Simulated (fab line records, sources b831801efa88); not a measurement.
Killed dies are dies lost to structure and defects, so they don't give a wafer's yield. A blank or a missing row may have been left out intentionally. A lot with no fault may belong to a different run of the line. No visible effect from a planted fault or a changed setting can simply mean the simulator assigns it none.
One fault through the eyes of 2 desks / flow sky130 / each desk has only its own numbers; what lay behind them comes last

== AT THE TOOL OWNER'S DESK: rie_metal-04 ==
The tool's own readings at SKY_METAL3_METAL_ETCH_18 (etches the open film in Cl2/BCl3, stops on SiO2, target depth 845 nm, time 183.1 s): means of the sampled wafers that have a number, for each lot that ran on this tool. Marked OUT: a lot whose mean sits more than 4 standard deviations from the usual mean, which makes it out of limits; the brackets give that distance.
Columns: A = bias_w at SKY_METAL3_METAL_ETCH_18, usual 48.47 W; B = chamber_pressure_mTorr at SKY_METAL3_METAL_ETCH_18, usual 9.999 mTorr; C = drypump_motor_current_A at SKY_METAL3_METAL_ETCH_18, usual 5.8 A; D = he_backside_leak_sccm at SKY_METAL3_METAL_ETCH_18, usual 3.41 sccm; E = oes_product_au at SKY_METAL3_METAL_ETCH_18, usual 0.868 a.u.; F = throttle_valve_pct at SKY_METAL3_METAL_ETCH_18, usual 22.264 %
lot=L472; first seen here=day 40 04:19; A=48.55; B=10.000; C=5.5; D=3.42; E=0.868; F=22.258
lot=L476; first seen here=day 42 00:48; A=48.38; B=10.005; C=5.5; D=3.37; E=0.866; F=22.259
lot=L483; first seen here=day 43 14:34; A=50.96 (+17) OUT; B=10.000; C=5.5; D=3.36; E=0.869; F=22.256
lot=L485; first seen here=day 44 03:38; A=50.94 (+16) OUT; B=9.996; C=5.4; D=3.31; E=0.874; F=22.266
This desk's finding: out of limits on L483, L485; first on L483, day 43 14:34 (bias_w at SKY_METAL3_METAL_ETCH_18). Within limits: L472, L476.

== AT THE METROLOGY DESK ==
Means of the sampled wafers that have a number, per lot and without regard to the tool the lot ran on: this is what the gauges read. Marked OUT: a lot whose mean sits more than 4 standard deviations from the usual mean, which makes it out of limits; the brackets give that distance.
Columns: A = VIA2_W_RS at SKY_VIA2_RS_MEAS_22, usual 0.271 ohm/sq; B = VIA3_OVL at SKY_VIA3_OVL_MEAS_13, usual -4 nm
lot=L469; first seen here=day 37 04:14; A=0.266; B=-1
lot=L472; first seen here=day 38 01:01; A=0.277; B=-7
lot=L473; first seen here=day 38 14:34; A=0.269; B=-2
lot=L475; first seen here=day 39 11:19; A=0.270; B=-5
lot=L476; first seen here=day 39 18:28; A=0.269; B=-5
lot=L478; first seen here=day 39 22:55; A=0.270; B=-5
lot=L483; first seen here=day 41 14:41; A=0.280; B=-4
lot=L484; first seen here=day 41 19:12; A=0.274; B=-3
lot=L485; first seen here=day 42 04:02; A=0.269; B=-4
lot=L489; first seen here=day 43 03:44; A=0.269; B=-10
This desk's finding: nothing out of limits on any of the 10 lots.

== BROUGHT TOGETHER ==
On L483, L485, at day 43 14:34, an alarm was possible from the tool owner's desk.
Metrology desk: nothing out of limits seen.
The metrology desk has L483, L485 on record, within its limits.
Of the lots named, all ran SKY_METAL3_METAL_ETCH_18 on rie_metal-04.

== WHAT THE SIMULATOR PUT IN ==
rie_metal-04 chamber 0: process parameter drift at SKY_METAL3_METAL_ETCH_18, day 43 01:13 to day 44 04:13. From 48.5, the setting bias_w moved by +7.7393. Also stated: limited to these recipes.
Struck lots among those shown: L483, L485.
Hours from the fault's start to each desk's first reading out of limits: the tool owner's desk, 13.
